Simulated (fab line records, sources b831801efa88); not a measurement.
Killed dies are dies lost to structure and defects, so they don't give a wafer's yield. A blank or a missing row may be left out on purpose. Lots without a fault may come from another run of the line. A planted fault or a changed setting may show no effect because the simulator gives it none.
Chamber matching | flow sky130 | SKY_VIA1_CMP_02 on cmp-02: 4 sister chambers
The step polishes SiO2. 8 wafers are shown with their chamber, then 8 later ones without.

WAFERS WITH THEIR CHAMBER
wafer  | chamber | motor_current_A (A)
L081.1 | 0       | 12.6
L081.2 | 3       | 12.6
L081.5 | 1       | 12.7
L081.6 | 2       | 11.8
L085.1 | 0       | 12.5
L085.2 | 2       | 11.7
L085.3 | 1       | 12.2
L085.4 | 3       | 13.4

WAFERS WITHOUT THEIR CHAMBER
wafer  | motor_current_A (A)
L085.5 | 11.8
L085.6 | 12.7
L087.1 | 13.6
L087.2 | 12.8
L087.3 | 12.7
L087.4 | 12.4
L087.5 | 13.8
L087.6 | 12.5

WHICH CHAMBER EACH WENT THROUGH
wafer  | from the rows above               | in truth
L085.5 | can't be placed: 2 or 1           | 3
L085.6 | can't be placed: 0 or 1 or 3      | 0
L087.1 | can't be placed: 3 or 0 or 1      | 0
L087.2 | can't be placed: 3 or 0 or 1      | 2
L087.3 | can't be placed: 0 or 1 or 3      | 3
L087.4 | can't be placed: 1 or 0 or 3 or 2 | 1
L087.5 | can't be placed: 3 or 0 or 1      | 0
L087.6 | can't be placed: 0 or 1 or 3      | 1
Placed correctly: 0 of 8. Can't be placed from these rows: 8 (the true chamber is among the candidates in 6). Placed wrongly: 0.
How it was worked out, from the rows above alone: a wafer's distance from a chamber is the root of the sum, over the readings, of the square of ((its reading less the chamber's mean) divided by the reading's scatter). The wafer belongs to the nearest chamber; if the next one is less than 2 further off, it can't be placed. A chamber's mean is the mean of its shown wafers. The scatter: the root of (the sum of the squares of (reading less its chamber's mean) over the shown wafers, divided by (wafers less chambers)).
